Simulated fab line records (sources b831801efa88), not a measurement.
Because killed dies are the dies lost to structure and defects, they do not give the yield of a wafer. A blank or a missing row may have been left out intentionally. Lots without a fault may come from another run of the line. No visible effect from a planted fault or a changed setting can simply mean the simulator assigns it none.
Which of the tools did it? | flow sky130 | 12 lots with 36 wafers sampled at 6 steps, on a route of 708 steps

== WHAT EACH GAUGE READ, for each wafer ==
SKY_LDD_LDN_TW_MEAS_13.
lot  | measured     | on           | LDD_LDN_TW
L804 | day 23 19:29 | filmMetro-02 | 1486 1490 1496
L805 | day 24 09:40 | filmMetro-02 | 1485 1491 1499
L806 | day 25 05:28 | filmMetro-01 | 1481 1491 1490
L807 | day 25 15:19 | filmMetro-02 | 1485 1485 1478
L809 | day 26 05:35 | filmMetro-01 | 1481 1479 1476
L811 | day 26 19:53 | filmMetro-01 | 1475 1475 1472
L817 | day 28 22:35 | filmMetro-02 | 1501 1496 1498
L819 | day 29 17:26 | filmMetro-02 | 1494 1485 1491
L820 | day 30 07:53 | filmMetro-01 | 1490 1485 1477
L821 | day 30 17:29 | filmMetro-03 | 1464 1457 1469
L824 | day 31 09:41 | filmMetro-02 | 1493 1489 1494
L826 | day 31 22:11 | filmMetro-01 | 1490 1486 1484

SKY_SPACER_THK_MEAS_01.
lot  | measured     | on           | SPACER_CVD_00_THK (nm)
L804 | day 23 21:52 | filmMetro-03 | 42.7 42.8 42.7
L805 | day 24 13:45 | filmMetro-03 | 43.3 43.4 43.5
L806 | day 25 07:26 | filmMetro-01 | 43.9 44.2 44.2
L807 | day 25 17:16 | filmMetro-01 | 43.9 43.7 44.1
L809 | day 26 06:54 | filmMetro-01 | 43.3 43.1 43.0
L811 | day 26 21:44 | filmMetro-03 | 43.4 43.6 43.5
L817 | day 28 23:53 | filmMetro-01 | 43.8 43.4 43.1
L819 | day 29 18:44 | filmMetro-04 | 43.5 44.0 43.8
L820 | day 30 09:11 | filmMetro-01 | 43.4 43.3 43.3
L821 | day 30 20:16 | filmMetro-03 | 43.7 43.2 43.5
L824 | day 31 11:00 | filmMetro-01 | 43.2 43.4 43.2
L826 | day 31 23:31 | filmMetro-01 | 44.3 44.2 43.7

SKY_SD_N_CD_MEAS_07: target cd 380 nm.
lot  | measured     | on       | cdNm (nm)
L804 | day 28 23:25 | cdSem-02 | 376.7 378.4 379.6
L805 | day 29 14:04 | cdSem-01 | 381.4 381.6 382.6
L806 | day 30 06:17 | cdSem-01 | 380.1 382.5 380.5
L807 | day 30 14:49 | cdSem-01 | 379.2 382.0 379.8
L809 | day 31 02:14 | cdSem-02 | 383.6 383.6 380.8
L811 | day 31 16:32 | cdSem-02 | 380.4 379.8 377.7
L817 | day 33 18:47 | cdSem-02 | 379.0 378.1 377.6
L819 | day 34 11:49 | cdSem-02 | 379.1 381.2 383.1
L820 | day 35 02:53 | cdSem-02 | 378.8 377.9 376.8
L821 | day 35 13:40 | cdSem-02 | 389.6 385.0 385.1
L824 | day 36 06:13 | cdSem-01 | 384.1 385.3 382.8
L826 | day 36 18:15 | cdSem-01 | 379.6 379.4 378.6

SKY_SD_N_RS_MEAS_16: measures by four-point-probe.
lot  | measured     | on           | SD_N_RS (ohm/sq)
L804 | day 29 00:15 | filmMetro-02 | 68.45 68.40 68.47
L805 | day 29 14:54 | filmMetro-04 | 68.29 68.38 68.52
L806 | day 30 07:07 | filmMetro-01 | 68.39 68.55 68.65
L807 | day 30 15:40 | filmMetro-02 | 68.81 68.96 68.85
L809 | day 31 03:05 | filmMetro-04 | 68.67 68.46 68.61
L811 | day 31 17:23 | filmMetro-04 | 68.46 68.55 68.54
L817 | day 33 19:38 | filmMetro-04 | 66.48 66.37 66.39
L819 | day 34 12:39 | filmMetro-04 | 66.56 66.43 66.57
L820 | day 35 03:44 | filmMetro-01 | 68.43 68.60 68.67
L821 | day 35 14:31 | filmMetro-02 | 68.59 68.61 68.58
L824 | day 36 07:04 | filmMetro-02 | 68.65 68.78 68.64
L826 | day 36 19:05 | filmMetro-01 | 68.58 68.45 68.50

SKY_SD_N_RS_MEAS_17: measures by four-point-probe.
lot  | measured     | on           | SD_P_RS (ohm/sq)
L804 | day 29 00:22 | filmMetro-02 | 146.8 146.9 146.9
L805 | day 29 15:01 | filmMetro-04 | 146.5 146.8 147.1
L806 | day 30 07:14 | filmMetro-01 | 146.9 146.8 147.0
L807 | day 30 15:47 | filmMetro-02 | 147.1 147.5 147.4
L809 | day 31 03:12 | filmMetro-04 | 147.7 147.4 147.2
L811 | day 31 17:30 | filmMetro-04 | 146.4 147.2 147.0
L817 | day 33 19:45 | filmMetro-04 | 137.4 136.8 136.9
L819 | day 34 12:46 | filmMetro-04 | 136.7 136.3 136.9
L820 | day 35 03:51 | filmMetro-01 | 146.8 147.2 147.3
L821 | day 35 14:38 | filmMetro-02 | 147.2 146.9 147.7
L824 | day 36 07:11 | filmMetro-02 | 147.5 147.1 147.4
L826 | day 36 19:13 | filmMetro-01 | 146.8 146.7 146.8

== EACH LOT AND THE TOOL THAT RAN IT (in order: tool; ch and the chambers of the sampled wafers; start) ==
lot  | SKY_SD_N_RTA_14
L804 | rtpAnneal-01 ch 0, day 29 00:04
L805 | rtpAnneal-02 ch 0, day 29 14:41
L806 | rtpAnneal-01 ch 0, day 30 06:56
L807 | rtpAnneal-02 ch 0, day 30 15:28
L809 | rtpAnneal-02 ch 0, day 31 02:55
L811 | rtpAnneal-02 ch 0, day 31 17:13
L817 | rtpAnneal-02 ch 0, day 33 19:28
L819 | rtpAnneal-02 ch 0, day 34 12:29
L820 | rtpAnneal-01 ch 0, day 35 03:34
L821 | rtpAnneal-01 ch 0, day 35 14:19
L824 | rtpAnneal-01 ch 0, day 36 06:53
L826 | rtpAnneal-01 ch 0, day 36 18:55
- SKY_SD_N_RTA_14: time 2 s.

== WHAT THE TOOLS THEMSELVES READ (means of the sampled wafers that have a number; where no wafer has one, the mark that the record gives instead) ==
SKY_SD_N_RTA_14.
lot  | tool         | lampPowerPct (%) | rampDownCPerS | wafer_temp_C_max
L804 | rtpAnneal-01 | 15.72            | 89.997        | 1078.2
L805 | rtpAnneal-02 | 15.77            | 89.992        | 1077.8
L806 | rtpAnneal-01 | 15.75            | 89.993        | 1079.0
L807 | rtpAnneal-02 | 15.80            | 89.992        | 1077.5
L809 | rtpAnneal-02 | 15.81            | 89.988        | 1078.4
L811 | rtpAnneal-02 | 15.80            | 90.004        | 1077.1
L817 | rtpAnneal-02 | 15.88            | 89.995        | 1088.5
L819 | rtpAnneal-02 | 15.90            | 89.993        | 1088.8
L820 | rtpAnneal-01 | 15.74            | 89.995        | 1077.9
L821 | rtpAnneal-01 | 15.70            | 89.994        | 1077.8
L824 | rtpAnneal-01 | 15.73            | 90.010        | 1078.8
L826 | rtpAnneal-01 | 15.73            | 90.018        | 1078.4

== THE ANSWER, worked out from the rows above alone ==
Rule: the usual values come from the lots themselves. Put in order of their means at a reading, lots are off if they are a third of the lots or fewer, leave a main group of 4 or more, and stand apart from it by a gap of 3 or more times the standard deviation of the main group's means; of several such gaps the widest counts. The tables above print the reading to a certain number of digits; a main group whose means all agree to those digits is not used. A lot without any number at a reading at which 4 lots or more have one is off too. Where the step has rows for the other lots, those lots are counted as sound. The gauges are gone through in route order, then the tools' own readings, and for those a lot's mean is taken as printed above. At the first step where some lot is off, the reading lying furthest off is the one used; lots without a number count as furthest.
Off: L817, L819, at SKY_SD_N_RS_MEAS_16 (SD_N_RS). The main group has a mean of 68.57 ohm/sq with a standard deviation of 0.13.
If a tool, at a process step before that reading, ran all the lots that are off and no sound lot after the first of them, it fits. The gauges at SKY_SD_N_RS_MEAS_16 aren't tried: what is off there is off at SKY_SD_N_RTA_14 too, on other tools, and a gauge's error can't cause that. One candidate fits, namely rtpAnneal-02 at SKY_SD_N_RTA_14. A fault onset in the window from L811 (day 31 17:13, its last sound lot) to L817 (day 33 19:28, its first lot off) fits.
The tool's own readings at SKY_SD_N_RTA_14 bear it out: on the lots that are off they differ by more than 5 times the standard deviation of the sound lots' means. wafer_temp_C_max reads 1088.7 there against 1078.1 on the sound lots.

== WHAT THE SIMULATOR HAD INSERTED ==
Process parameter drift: rtpAnneal-02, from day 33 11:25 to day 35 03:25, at SKY_SD_N_RTA_14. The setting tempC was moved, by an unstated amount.
Lots struck among those shown: L817, L819. The rule above found the same.
